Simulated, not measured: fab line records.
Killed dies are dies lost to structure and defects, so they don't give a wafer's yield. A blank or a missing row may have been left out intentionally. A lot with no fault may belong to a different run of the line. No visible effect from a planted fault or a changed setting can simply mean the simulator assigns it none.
Struck lot and sound lot, side by side || flow sky130 || 15 out of 708 route steps
Sound: wafers L863.1, L863.4, L863.5. Struck: wafers L862.4, L862.5. (L862.1 of the same lot was not struck and is left out.) The cause comes at the end.
Per side, at each step with rows, come the tool, then ch with its chambers, and then its first start. Under that, the readings that differ: sound wafers || struck wafers || difference of the means || sigmas: that difference in standard deviations of wafers without a fault.
alike: same words and numbers on both sides, and readings whose means sit less than 2 such deviations apart. not compared: any withheld reading, any reading some wafer has no value for, any bound like >300 that may hide the same value, and any number with overlapping values for which the record gives no deviation.
A row with sigmas, a row that says differs or no value, or rows on one side alone: a step with any of these is where the two part. Non-overlapping numbers with no deviation appear without sigmas and do not part them. A reading missing from all wafers of one side parts the sides only when that side holds two or more wafers.

first, 8 steps without rows for these wafers: SKY_METAL2_DEHYDRATE_07 (time 60 s); SKY_METAL2_HMDS_08 (prime time 60 s); SKY_METAL2_COAT_09 (resist thk 60 nm); SKY_METAL2_COAT_10 (resist thk 450 nm); SKY_METAL2_SOFTBAKE_11 (time 90 s); SKY_METAL2_EXPOSE_12 (exposes mask MM2, target cd 140 nm); SKY_METAL2_PEB_13; SKY_METAL2_DEVELOP_14 (develop time 60 s).
SKY_METAL2_CD_MEAS_15: the cd target is 140 nm.
  struck on cd sem-02, day 38 11:13; sound on cd sem-02, day 38 20:01
  alike: cd nm
SKY_METAL2_OVL_MEAS_16:
  struck on overlay-02, day 38 11:20; sound on overlay-01, day 38 20:08
  alike: METAL2_OVL
SKY_METAL2_DESCUM_17: chemistry O2, time 8 s.
  sound on rie metal-04 ch 0, day 38 20:10; struck on rie metal-01 ch 1, day 38 11:23
{"reading": "drypump motor current A (A)", "sound": "5.1 5.1 5.1", "struck": "6.4 6.4", "difference": "+1.3", "sigmas": "+3"}
  alike: he backside leak sccm, oes product au
  not compared: rf hours counter h
SKY_METAL2_ETCH_18: etches BARC in N2/H2, stops on SiO2, time 45.9 s, target depth 60 nm.
  sound on rie metal-04 ch 0, day 38 20:12; struck on rie metal-01 ch 1, day 38 11:25
{"reading": "drypump motor current A (A)", "sound": "5.1 5.1 5.1", "struck": "6.4 6.4", "difference": "+1.3", "sigmas": "+3"}
  alike: he backside leak sccm, oes product au, throttle valve pct
  not compared: rf hours counter h
SKY_METAL2_METAL_ETCH_19: etches the open film in Cl2/BCl3, stops on SiO2, target depth 360 nm, time 78 s.
  sound on rie metal-04 ch 0, day 38 20:16; struck on rie metal-01 ch 1, day 38 11:28
{"reading": "drypump motor current A (A)", "sound": "5.1 5.1 5.1", "struck": "6.3 6.4", "difference": "+1.2", "sigmas": "+2"}
{"reading": "oes product au (a.u.)", "sound": "0.846 0.858 0.848", "struck": "0.715 0.706", "difference": -0.140, "sigmas": -22}
{"reading": "model.METAL2.feature depth nm (nm)", "sound": "357.7 358.5 357.6", "struck": "253 252.6", "difference": -105, "sigmas": ""}
{"reading": "model.etch.depth nm (nm)", "sound": "357.7 358.5 357.6", "struck": "253 252.6", "difference": -105, "sigmas": ""}
{"reading": "model.KrF-thick_of_METAL2_COAT_10.thk nm (nm)", "sound": "162.3 163.9 164.7", "struck": "269 267.6", "difference": "+105", "sigmas": ""}
  alike: he backside leak sccm, throttle valve pct
  not compared: rf hours counter h
SKY_METAL2_STRIP_20: strips in O2/N2.
  sound on plasma asher-02 ch 1, day 38 20:21; struck on plasma asher-03 ch 0,1, day 38 11:34
{"reading": "oes product au (a.u.)", "sound": "0.342 0.346 0.348", "struck": "0.393 0.398", "difference": "+0.050", "sigmas": "+10"}
{"reading": "strip time to endpoint s (s)", "sound": "2.73 2.76 2.76", "struck": "3.88 3.88", "difference": "+1.13", "sigmas": "+30"}
  alike: drypump motor current A, o2 flow sccm
  not compared: rf hours counter h
then, 1 step without rows for these wafers: SKY_METAL2_STRIP_21 (strips in post etch residue remover, time 1200 s).

WHERE THEY PART
Last at SKY_METAL2_STRIP_20 as far as this record goes, first at SKY_METAL2_DESCUM_17.

WHY: whatever the simulator had introduced
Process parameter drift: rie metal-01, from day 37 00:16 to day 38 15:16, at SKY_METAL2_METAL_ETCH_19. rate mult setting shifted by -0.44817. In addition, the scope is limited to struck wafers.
